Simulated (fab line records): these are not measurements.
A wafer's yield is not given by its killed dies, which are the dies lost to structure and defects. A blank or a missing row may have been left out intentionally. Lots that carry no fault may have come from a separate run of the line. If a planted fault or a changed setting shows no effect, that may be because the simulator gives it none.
Comparing a struck lot with a sound one | flow sky130 | 35 steps out of a route of 708
Sound: the wafers L620.4, L620.5, L620.6. Struck: wafers L629.3, L629.5, L629.6. The cause is named last.
Per side, at each step with rows, come the tool, then ch with its chambers, and then its first start. Under that, the readings that differ: sound wafers | struck wafers | difference of the means | sigmas: that difference in standard deviations of wafers without a fault.
alike: readings with means less than 2 such deviations apart, plus words and numbers identical on both sides. not compared: withheld readings, readings lacking a value on some wafer, bounds such as >300 that could conceal the same value, and numbers that have no deviation in the record and whose values overlap.
The two part at a step that has a row with sigmas, a row that says differs or no value, or rows on one side only. Non-overlapping numbers with no deviation appear without sigmas and do not part them. A reading that every wafer of one side lacks parts them only if that side has two wafers or more.

SKY_SD_P_CD_MEAS_07 targets a cd of 380 nm.
  sound on cd-sem-01 at day 25 21:29; struck on cd-sem-02 at day 28 16:03
  alike: cd-nm
SKY_SD_P_OVL_MEAS_08:
  sound on overlay-01 at day 25 21:34; struck on overlay-02 at day 28 16:08
  alike: SD_P_OVL
next, for these wafers, 1 step has no rows: SKY_SD_P_IMPLANT_09.
SKY_SD_P_STRIP_10: strips in O2/N2.
  sound on plasma-asher-01 ch 0,1, day 25 21:46; struck on plasma-asher-01 ch 0,1, day 28 16:20
  reading                      | sound             | struck            | difference | sigmas
  strip-time-to-endpoint-s (s) | 17.53 17.54 17.55 | 17.46 17.48 17.45 | -0.08      | -2
  alike: drypump-motor-current-A, oes-product-au
  not compared: rf-hours-counter-h
SKY_SD_P_TW_MEAS_11:
  sound on film-metro-03 at day 25 21:52; struck on film-metro-01 at day 28 16:26
  alike: SD_P_TW
then, 7 steps without rows for these wafers: SKY_RES_XHIGH_DEHYDRATE_00 (time 60 s); SKY_RES_XHIGH_HMDS_01 (prime time 60 s); SKY_RES_XHIGH_COAT_02 (resist thk 1140 nm); SKY_RES_XHIGH_SOFTBAKE_03 (time 60 s); SKY_RES_XHIGH_EXPOSE_04 (exposes mask URPM, target cd 1270 nm); SKY_RES_XHIGH_PEB_05; SKY_RES_XHIGH_DEVELOP_06 (develop time 60 s).
SKY_RES_XHIGH_IMPLANT_07:
  sound on implanter-03 ch 0, day 27 02:02; struck on implanter-02 ch 0, day 29 19:40
  alike: beam-on-s, end-station-pressure-torr
SKY_RES_XHIGH_STRIP_08: strips in O2/N2.
  sound on plasma-asher-01 ch 0,1, day 27 02:08; struck on plasma-asher-02 ch 0,1, day 29 19:48
  reading               | sound             | struck            | difference | sigmas
  oes-product-au (a.u.) | 0.713 0.703 0.709 | 0.721 0.718 0.716 | +0.010     | +2
  alike: drypump-motor-current-A, strip-time-to-endpoint-s
  not compared: rf-hours-counter-h
SKY_RES_XHIGH_TW_MEAS_09:
  sound on film-metro-01 at day 27 02:14; struck on film-metro-01 at day 29 19:53
  reading      | sound          | struck         | difference | sigmas
  RES_XHIGH_TW | 1655 1651 1655 | 1610 1607 1613 | -44        | -5
then, 7 steps without rows for these wafers: SKY_SD_N_DEHYDRATE_00 (time 60 s); SKY_SD_N_HMDS_01 (prime time 60 s); SKY_SD_N_COAT_02 (resist thk 1140 nm); SKY_SD_N_SOFTBAKE_03 (time 60 s); SKY_SD_N_EXPOSE_04 (exposes mask NSDM, target cd 380 nm); SKY_SD_N_PEB_05; SKY_SD_N_DEVELOP_06 (develop time 60 s).
SKY_SD_N_CD_MEAS_07 targets a cd of 380 nm.
  sound on cd-sem-01 at day 28 05:55; struck on cd-sem-01 at day 30 23:37
  alike: cd-nm
SKY_SD_N_OVL_MEAS_08:
  sound on overlay-01 at day 28 05:59; struck on overlay-01 at day 30 23:42
  alike: SD_N_OVL
then, 2 steps without rows for these wafers: SKY_SD_N_IMPLANT_09; SKY_SD_N_IMPLANT_10.
SKY_SD_N_STRIP_11: strips in O2/N2.
  sound on plasma-asher-04 ch 0,1, day 28 06:20; struck on plasma-asher-04 ch 0,1, day 31 00:04
  alike: drypump-motor-current-A, oes-product-au, strip-time-to-endpoint-s
  not compared: rf-hours-counter-h
SKY_SD_N_TW_MEAS_12:
  sound on film-metro-04 at day 28 06:26; struck on film-metro-03 at day 31 00:09
  alike: SD_N_TW
then, 1 step without rows for these wafers: SKY_SD_N_CLEAN_13 (cleans in SC1/SC2, time 150 s).
SKY_SD_N_RTA_14: time 2 s.
  sound on rtp-anneal-02 ch 0, day 28 06:33; struck on rtp-anneal-01 ch 0, day 31 00:16
  alike: anneal-temp-c-max, lamp-power-pct, wafer_temp_C_max
SKY_SD_N_RS_MEAS_16: a four-point-probe measurement.
  sound on film-metro-03 at day 28 06:45; struck on film-metro-01 at day 31 00:27
  alike: SD_N_RS
SKY_SD_N_RS_MEAS_17: a four-point-probe measurement.
  sound on film-metro-03 at day 28 06:52; struck on film-metro-01 at day 31 00:34
  alike: SD_P_RS
SKY_SD_N_RS_MEAS_18: a four-point-probe measurement.
  sound on film-metro-03 at day 28 06:59; struck on film-metro-01 at day 31 00:41
  reading               | sound             | struck            | difference | sigmas
  RES_XHIGH_RS (ohm/sq) | 330.6 332.2 330.7 | 350.2 349.8 348.8 | +18.4      | +15
then, 1 step without rows for these wafers: SKY_SALICIDE_CLEAN_00 (cleans in HF-last, time 30 s).
-- the record jumps here: 17 days lie between the struck wafers' starts before and after (it left off in module SALICIDE and takes up again in module PAD_OPEN, whose first step shown is number 708 of the route) --
SKY_PAD_OPEN_PROBE_99:
  sound on prober-02 at day 46 03:20; struck on prober-01 at day 48 03:45
  reading                                  | sound             | struck         | difference | sigmas
  model.etest.res-xhigh-po.rs-ohm-sq-range | 73.25 83.03 95.23 | 2405 2438 2347 | +2313      |
  alike: killed_at_M0_to_M3, killed_at_M4_up, killed-at-contacts, killed-at-front-end, killed-at-other, killed-dies, killed-on-rim, killed-open, killed-short

WHERE THEY PART
At SKY_SD_P_STRIP_10 first; at SKY_SD_N_RS_MEAS_18 last (within this record only). Later steps at which nothing parts them and some readings are alike: SKY_PAD_OPEN_PROBE_99.

WHY: whatever the simulator had introduced
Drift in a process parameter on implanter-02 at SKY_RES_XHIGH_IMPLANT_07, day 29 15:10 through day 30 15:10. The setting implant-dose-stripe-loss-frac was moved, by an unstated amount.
